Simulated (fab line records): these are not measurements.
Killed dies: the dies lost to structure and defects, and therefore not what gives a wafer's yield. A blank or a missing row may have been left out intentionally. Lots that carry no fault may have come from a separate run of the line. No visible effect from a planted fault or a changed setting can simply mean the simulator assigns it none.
Which tool is to blame? + flow sky130 + 24 lots, 72 wafers sampled, at 6 steps of a route of 708

== WHAT THE GAUGES READ, wafer by wafer ==
SKY_SD_N_RS_MEAS_18: uses a four-point probe to measure.
| lot  | measured     | on            | RES_XHIGH_RS (ohm/sq) |
|------|--------------|---------------|-----------------------|
| L074 | day 28 00:05 | film-metro-01 | 332.2 331.3 333.4     |
| L075 | day 28 13:34 | film-metro-04 | 330.7 331.7 332.8     |
| L076 | day 28 11:41 | film-metro-01 | 334.2 333.7 333.7     |
| L077 | day 28 22:40 | film-metro-02 | 333.6 333.6 332.8     |
| L078 | day 29 11:17 | film-metro-02 | 333.3 332.5 334.5     |
| L079 | day 29 11:23 | film-metro-04 | 333.6 335.5 334.9     |
| L080 | day 29 23:50 | film-metro-04 | 330.8 332.1 331.9     |
| L081 | day 31 01:49 | film-metro-01 | 334.0 333.9 333.3     |
| L082 | day 31 04:08 | film-metro-01 | 333.1 332.8 332.1     |
| L083 | day 31 14:09 | film-metro-02 | 333.1 333.5 334.3     |
| L085 | day 32 06:34 | film-metro-04 | 330.7 331.9 332.0     |
| L084 | day 32 04:40 | film-metro-01 | 331.5 332.5 333.2     |
| L086 | day 32 15:40 | film-metro-02 | 334.9 335.1 335.4     |
| L087 | day 33 04:34 | film-metro-01 | 330.0 330.4 331.2     |
| L088 | day 33 04:07 | film-metro-02 | 331.7 332.1 332.4     |
| L089 | day 33 11:56 | film-metro-01 | 329.5 330.8 329.9     |
| L091 | day 34 04:38 | film-metro-01 | 332.7 330.7 330.9     |
| L090 | day 34 05:37 | film-metro-01 | 334.0 331.9 332.1     |
| L092 | day 34 16:43 | film-metro-02 | 333.2 332.5 332.2     |
| L094 | day 34 16:43 | film-metro-01 | 332.3 331.3 332.0     |
| L093 | day 34 12:28 | film-metro-01 | 333.5 332.1 332.3     |
| L095 | day 34 23:33 | film-metro-02 | 335.2 335.3 335.0     |
| L096 | day 35 09:58 | film-metro-01 | 332.5 333.2 332.6     |
| L097 | day 35 10:47 | film-metro-04 | 332.9 331.9 333.0     |

SKY_VIA1_CD_MEAS_12: target cd 150 nm.
| lot  | measured     | on        | cd-nm (nm)        |
|------|--------------|-----------|-------------------|
| L074 | day 33 22:56 | cd-sem-02 | 148.0 150.1 149.1 |
| L075 | day 34 13:12 | cd-sem-02 | 152.6 152.9 152.8 |
| L076 | day 34 11:36 | cd-sem-01 | 146.6 148.5 146.3 |
| L077 | day 34 21:44 | cd-sem-02 | 150.3 151.0 149.1 |
| L078 | day 35 08:39 | cd-sem-02 | 148.2 149.8 148.4 |
| L079 | day 35 10:08 | cd-sem-02 | 153.5 152.3 153.2 |
| L080 | day 35 21:02 | cd-sem-02 | 146.8 148.1 145.9 |
| L081 | day 36 21:43 | cd-sem-01 | 146.2 145.6 147.2 |
| L082 | day 36 23:20 | cd-sem-02 | 149.1 147.2 148.5 |
| L083 | day 37 06:55 | cd-sem-01 | 150.2 149.3 150.3 |
| L085 | day 38 01:41 | cd-sem-01 | 151.4 152.3 153.1 |
| L084 | day 37 22:14 | cd-sem-02 | 148.4 148.4 145.3 |
| L086 | day 38 08:45 | cd-sem-01 | 152.0 150.9 150.1 |
| L087 | day 38 22:09 | cd-sem-02 | 151.8 149.0 151.3 |
| L088 | day 38 21:47 | cd-sem-02 | 150.5 149.4 150.2 |
| L089 | day 39 05:19 | cd-sem-01 | 149.3 149.1 149.1 |
| L091 | day 39 17:58 | cd-sem-01 | 150.4 150.2 152.9 |
| L090 | day 39 19:35 | cd-sem-02 | 152.6 152.0 152.0 |
| L092 | day 40 07:29 | cd-sem-01 | 152.6 151.0 152.2 |
| L094 | day 40 07:37 | cd-sem-02 | 152.9 151.7 151.5 |
| L093 | day 40 02:08 | cd-sem-01 | 152.9 151.5 151.9 |
| L095 | day 40 13:51 | cd-sem-01 | 149.2 149.4 150.6 |
| L096 | day 40 22:37 | cd-sem-02 | 148.1 148.9 148.9 |
| L097 | day 41 00:43 | cd-sem-02 | 146.8 148.7 147.3 |

SKY_CAP2M_RS_MEAS_03: uses a four-point probe to measure.
| lot  | measured     | on            | CAP2M_TIN_RS (ohm/sq) |
|------|--------------|---------------|-----------------------|
| L074 | day 39 17:08 | film-metro-03 | 6.88 6.90 6.77        |
| L075 | day 40 06:14 | film-metro-02 | 6.83 6.84 6.74        |
| L076 | day 40 03:05 | film-metro-01 | 6.99 6.94 7.03        |
| L077 | day 40 13:29 | film-metro-01 | 6.92 6.83 6.90        |
| L078 | day 40 23:46 | film-metro-01 | 6.88 6.96 6.92        |
| L079 | day 41 01:58 | film-metro-03 | 6.80 6.73 6.85        |
| L080 | day 41 10:17 | film-metro-02 | 6.94 6.99 6.84        |
| L081 | day 42 10:18 | film-metro-01 | 6.96 6.93 6.88        |
| L082 | day 42 12:02 | film-metro-01 | 6.99 6.91 6.91        |
| L083 | day 42 17:50 | film-metro-01 | 6.93 7.01 6.88        |
| L085 | day 43 10:13 | film-metro-02 | 6.87 6.89 6.86        |
| L084 | day 43 09:09 | film-metro-03 | 6.87 6.83 6.92        |
| L086 | day 43 16:50 | film-metro-02 | 6.93 6.89 7.02        |
| L087 | day 44 04:04 | film-metro-02 | 6.86 6.82 6.91        |
| L088 | day 44 03:44 | film-metro-01 | 7.00 6.94 7.07        |
| L089 | day 44 08:50 | film-metro-02 | 6.85 6.88 6.83        |
| L091 | day 44 21:25 | film-metro-03 | 7.03 7.15 7.07        |
| L090 | day 44 22:57 | film-metro-03 | 7.01 7.02 7.07        |
| L092 | day 45 10:07 | film-metro-02 | 6.98 6.93 6.96        |
| L094 | day 45 10:12 | film-metro-01 | 6.96 6.91 6.98        |
| L093 | day 45 06:37 | film-metro-02 | 6.87 6.77 6.98        |
| L095 | day 45 17:27 | film-metro-01 | 7.10 7.11 7.10        |
| L096 | day 45 23:02 | film-metro-02 | 6.95 6.89 6.91        |
| L097 | day 46 00:51 | film-metro-02 | 6.91 6.88 6.86        |

== EACH LOT AND THE TOOL THAT RAN IT (in order: tool; ch and the chambers of the sampled wafers; start) ==
| lot  | SKY_SONOS_ONO_STRIP_17               | SKY_LI_CONTACT_ETCH_14             | SKY_CONTACT_STRIP_19                 |
|------|--------------------------------------|------------------------------------|--------------------------------------|
| L074 | plasma-asher-01 ch 0, day 12 19:58   | rie-diel-04 ch 0,3, day 29 05:08   | plasma-asher-04 ch 0,1, day 31 15:14 |
| L075 | plasma-asher-01 ch 0,1, day 13 04:15 | rie-diel-03 ch 0,1, day 29 18:23   | plasma-asher-01 ch 0,1, day 32 05:02 |
| L076 | plasma-asher-04 ch 0,1, day 13 04:32 | rie-diel-02 ch 0,2, day 29 16:34   | plasma-asher-02 ch 0,1, day 32 03:23 |
| L077 | plasma-asher-04 ch 0, day 13 14:20   | rie-diel-02 ch 0,2, day 30 04:19   | plasma-asher-02 ch 0,1, day 32 14:37 |
| L078 | plasma-asher-04 ch 0,1, day 13 23:57 | rie-diel-04 ch 0,1,3, day 30 15:37 | plasma-asher-02 ch 0,1, day 33 01:28 |
| L079 | plasma-asher-03 ch 1, day 14 02:45   | rie-diel-03 ch 0,3, day 30 16:46   | plasma-asher-02 ch 1, day 33 02:59   |
| L080 | plasma-asher-03 ch 0,1, day 14 12:37 | rie-diel-04 ch 1,2,3, day 31 03:34 | plasma-asher-02 ch 0,1, day 33 13:25 |
| L081 | plasma-asher-03 ch 0,1, day 15 01:50 | rie-diel-04 ch 1,2, day 32 06:32   | plasma-asher-02 ch 0,1, day 34 14:49 |
| L082 | plasma-asher-03 ch 0,1, day 15 12:46 | rie-diel-03 ch 0,2, day 32 08:26   | plasma-asher-02 ch 0,1, day 34 16:14 |
| L083 | plasma-asher-03 ch 0,1, day 15 22:50 | rie-diel-03 ch 0,1,3, day 32 17:49 | plasma-asher-02 ch 0,1, day 35 01:30 |
| L085 | plasma-asher-04 ch 0,1, day 16 17:31 | rie-diel-02 ch 0,2,3, day 33 10:17 | plasma-asher-01 ch 0,1, day 35 18:44 |
| L084 | plasma-asher-01 ch 0,1, day 16 17:43 | rie-diel-03 ch 1,2, day 33 08:02   | plasma-asher-01 ch 0,1, day 35 15:50 |
| L086 | plasma-asher-01 ch 0,1, day 17 01:55 | rie-diel-02 ch 0,2,3, day 33 18:55 | plasma-asher-01 ch 0,1, day 36 01:34 |
| L087 | plasma-asher-04 ch 0,1, day 17 09:14 | rie-diel-03 ch 1,2,3, day 34 07:28 | plasma-asher-02 ch 0,1, day 36 14:59 |
| L088 | plasma-asher-01 ch 0,1, day 17 16:53 | rie-diel-04 ch 0,3, day 34 06:59   | plasma-asher-04 ch 0,1, day 36 14:25 |
| L089 | plasma-asher-01 ch 0,1, day 18 05:14 | rie-diel-04 ch 0,1,3, day 34 15:10 | plasma-asher-01 ch 0,1, day 36 22:28 |
| L091 | plasma-asher-01 ch 0,1, day 18 18:20 | rie-diel-04 ch 0,1,2, day 35 07:23 | plasma-asher-02 ch 0,1, day 37 14:35 |
| L090 | plasma-asher-03 ch 0,1, day 18 18:38 | rie-diel-02 ch 0,1,3, day 35 08:20 | plasma-asher-01 ch 0,1, day 37 15:31 |
| L092 | plasma-asher-03 ch 0,1, day 19 11:55 | rie-diel-02 ch 0,1,3, day 35 19:46 | plasma-asher-01 ch 0,1, day 38 02:52 |
| L094 | plasma-asher-04 ch 0,1, day 19 12:11 | rie-diel-03 ch 1,3, day 35 20:07   | plasma-asher-01 ch 0,1, day 38 03:11 |
| L093 | plasma-asher-01 ch 0,1, day 19 12:13 | rie-diel-03 ch 0,1,3, day 35 15:01 | plasma-asher-04 ch 0,1, day 37 20:46 |
| L095 | plasma-asher-03 ch 0,1, day 19 23:49 | rie-diel-03 ch 0,1, day 36 02:08   | plasma-asher-01 ch 0,1, day 38 09:10 |
| L096 | plasma-asher-04 ch 0,1, day 20 09:06 | rie-diel-02 ch 1,2,3, day 36 12:26 | plasma-asher-02 ch 0,1, day 38 19:04 |
| L097 | plasma-asher-01 ch 0,1, day 20 09:10 | rie-diel-04 ch 0,2,3, day 36 13:23 | plasma-asher-04 ch 0,1, day 38 20:31 |
- SKY_SONOS_ONO_STRIP_17: strips in O2/N2.
- SKY_LI_CONTACT_ETCH_14: etches BARC in N2/H2, stops on SiO2, time 45.9 s, target depth 60 nm.
- SKY_CONTACT_STRIP_19: strips in O2/N2.

== AS READ BY THE TOOLS THEMSELVES (means over the sampled wafers that have a number; for cases with no such wafer, the mark the record gives instead) ==
SKY_SONOS_ONO_STRIP_17.
| lot  | tool            | drypump-motor-current-A (A) | oes-product-au (a.u.) | strip-time-to-endpoint-s (s) |
|------|-----------------|-----------------------------|-----------------------|------------------------------|
| L074 | plasma-asher-01 | 6.4                         | 0.712                 | 14.00                        |
| L075 | plasma-asher-01 | 5.9                         | 0.713                 | 14.07                        |
| L076 | plasma-asher-04 | 5.3                         | 0.708                 | 14.09                        |
| L077 | plasma-asher-04 | 5.9                         | 0.711                 | 14.03                        |
| L078 | plasma-asher-04 | 5.6                         | 0.712                 | 14.04                        |
| L079 | plasma-asher-03 | 5.6                         | 0.714                 | 14.06                        |
| L080 | plasma-asher-03 | 5.7                         | 0.711                 | 14.11                        |
| L081 | plasma-asher-03 | 5.7                         | 0.714                 | 14.12                        |
| L082 | plasma-asher-03 | 5.7                         | 0.706                 | 14.10                        |
| L083 | plasma-asher-03 | 5.8                         | 0.708                 | 14.06                        |
| L085 | plasma-asher-04 | 5.3                         | 0.712                 | 14.12                        |
| L084 | plasma-asher-01 | 5.9                         | 0.714                 | 14.13                        |
| L086 | plasma-asher-01 | 5.9                         | 0.711                 | 14.11                        |
| L087 | plasma-asher-04 | 5.6                         | 0.707                 | 14.08                        |
| L088 | plasma-asher-01 | 5.5                         | 0.709                 | 14.13                        |
| L089 | plasma-asher-01 | 5.9                         | 0.714                 | 14.11                        |
| L091 | plasma-asher-01 | 5.9                         | 0.711                 | 14.12                        |
| L090 | plasma-asher-03 | 5.8                         | 0.711                 | 14.07                        |
| L092 | plasma-asher-03 | 5.7                         | 0.712                 | 14.15                        |
| L094 | plasma-asher-04 | 5.6                         | 0.710                 | 14.06                        |
| L093 | plasma-asher-01 | 5.9                         | 0.705                 | 14.10                        |
| L095 | plasma-asher-03 | 5.7                         | 0.708                 | 14.18                        |
| L096 | plasma-asher-04 | 5.6                         | 0.710                 | 14.09                        |
| L097 | plasma-asher-01 | 6.0                         | 0.707                 | 14.13                        |

SKY_LI_CONTACT_ETCH_14.
| lot  | tool        | drypump-motor-current-A (A) | oes-product-au (a.u.) | throttle-valve-pct (%) |
|------|-------------|-----------------------------|-----------------------|------------------------|
| L074 | rie-diel-04 | 5.6                         | 0.854                 | 13.228                 |
| L075 | rie-diel-03 | 5.3                         | 0.851                 | 13.237                 |
| L076 | rie-diel-02 | 6.2                         | 0.853                 | 13.225                 |
| L077 | rie-diel-02 | 6.1                         | 0.857                 | 13.221                 |
| L078 | rie-diel-04 | 5.5                         | 0.855                 | 13.225                 |
| L079 | rie-diel-03 | 5.6                         | 0.854                 | 13.229                 |
| L080 | rie-diel-04 | 5.3                         | 0.850                 | 13.219                 |
| L081 | rie-diel-04 | 4.9                         | 0.854                 | 13.226                 |
| L082 | rie-diel-03 | 5.5                         | 0.853                 | 13.217                 |
| L083 | rie-diel-03 | 5.3                         | 0.855                 | 13.223                 |
| L085 | rie-diel-02 | 5.9                         | 0.852                 | 13.229                 |
| L084 | rie-diel-03 | 5.1                         | 0.861                 | 13.231                 |
| L086 | rie-diel-02 | 5.9                         | 0.854                 | 13.224                 |
| L087 | rie-diel-03 | 5.0                         | 0.848                 | 13.228                 |
| L088 | rie-diel-04 | 5.6                         | 0.856                 | 13.227                 |
| L089 | rie-diel-04 | 5.5                         | 0.856                 | 13.226                 |
| L091 | rie-diel-04 | 5.1                         | 0.856                 | 13.211                 |
| L090 | rie-diel-02 | 5.5                         | 0.851                 | 13.225                 |
| L092 | rie-diel-02 | 5.5                         | 0.858                 | 13.217                 |
| L094 | rie-diel-03 | 5.1                         | 0.847                 | 13.225                 |
| L093 | rie-diel-03 | 5.4                         | 0.854                 | 13.225                 |
| L095 | rie-diel-03 | 5.6                         | 0.851                 | 13.224                 |
| L096 | rie-diel-02 | 5.7                         | 0.854                 | 13.230                 |
| L097 | rie-diel-04 | 5.4                         | 0.853                 | 13.223                 |

SKY_CONTACT_STRIP_19.
| lot  | tool            | drypump-motor-current-A (A) | oes-product-au (a.u.) | strip-time-to-endpoint-s (s) |
|------|-----------------|-----------------------------|-----------------------|------------------------------|
| L074 | plasma-asher-04 | 5.3                         | 0.380                 | 3.62                         |
| L075 | plasma-asher-01 | 5.9                         | 0.378                 | 3.64                         |
| L076 | plasma-asher-02 | 6.0                         | 0.379                 | 3.59                         |
| L077 | plasma-asher-02 | 6.0                         | 0.380                 | 3.60                         |
| L078 | plasma-asher-02 | 6.0                         | 0.380                 | 3.56                         |
| L079 | plasma-asher-02 | 5.4                         | 0.380                 | 3.64                         |
| L080 | plasma-asher-02 | 5.7                         | 0.380                 | 3.60                         |
| L081 | plasma-asher-02 | 6.0                         | 0.378                 | 3.59                         |
| L082 | plasma-asher-02 | 6.1                         | 0.381                 | 3.61                         |
| L083 | plasma-asher-02 | 6.0                         | 0.375                 | 3.58                         |
| L085 | plasma-asher-01 | 5.5                         | 0.380                 | 3.59                         |
| L084 | plasma-asher-01 | 5.9                         | 0.379                 | 3.61                         |
| L086 | plasma-asher-01 | 5.5                         | 0.380                 | 3.61                         |
| L087 | plasma-asher-02 | 5.8                         | 0.379                 | 3.61                         |
| L088 | plasma-asher-04 | 5.6                         | 0.384                 | 3.58                         |
| L089 | plasma-asher-01 | 5.5                         | 0.382                 | 3.61                         |
| L091 | plasma-asher-02 | 6.1                         | 0.379                 | 3.60                         |
| L090 | plasma-asher-01 | 5.5                         | 0.383                 | 3.65                         |
| L092 | plasma-asher-01 | 5.5                         | 0.381                 | 3.62                         |
| L094 | plasma-asher-01 | 5.5                         | 0.379                 | 3.60                         |
| L093 | plasma-asher-04 | 5.3                         | 0.387                 | 3.64                         |
| L095 | plasma-asher-01 | 5.5                         | 0.382                 | 3.56                         |
| L096 | plasma-asher-02 | 6.0                         | 0.381                 | 3.58                         |
| L097 | plasma-asher-04 | 5.6                         | 0.380                 | 3.59                         |

== THE ANSWER, worked out from the rows above alone ==
Rule: the usual values come from the lots themselves. Put in order of their means at a reading, lots are off if they are a third of the lots or fewer, leave a main group of 4 or more, and stand apart from it by a gap of 3 or more times the standard deviation of the main group's means; of several such gaps the widest counts. A main group whose means are all the same, to the digits that the tables above print for the reading, isn't used. Also off: a lot with no number at a reading for which 4 or more lots have one. Where the step has rows for the other lots, those lots are counted as sound. Order of review: gauges by route order, followed by the tools' own readings, for which a lot's mean as printed above is used. The first step at which some lot is off is used, and at that step the reading that is off furthest; a lot without a number counts as furthest.
None of the lots is off at any reading shown; this tells nothing.

== WHAT THE SIMULATOR PUT IN ==
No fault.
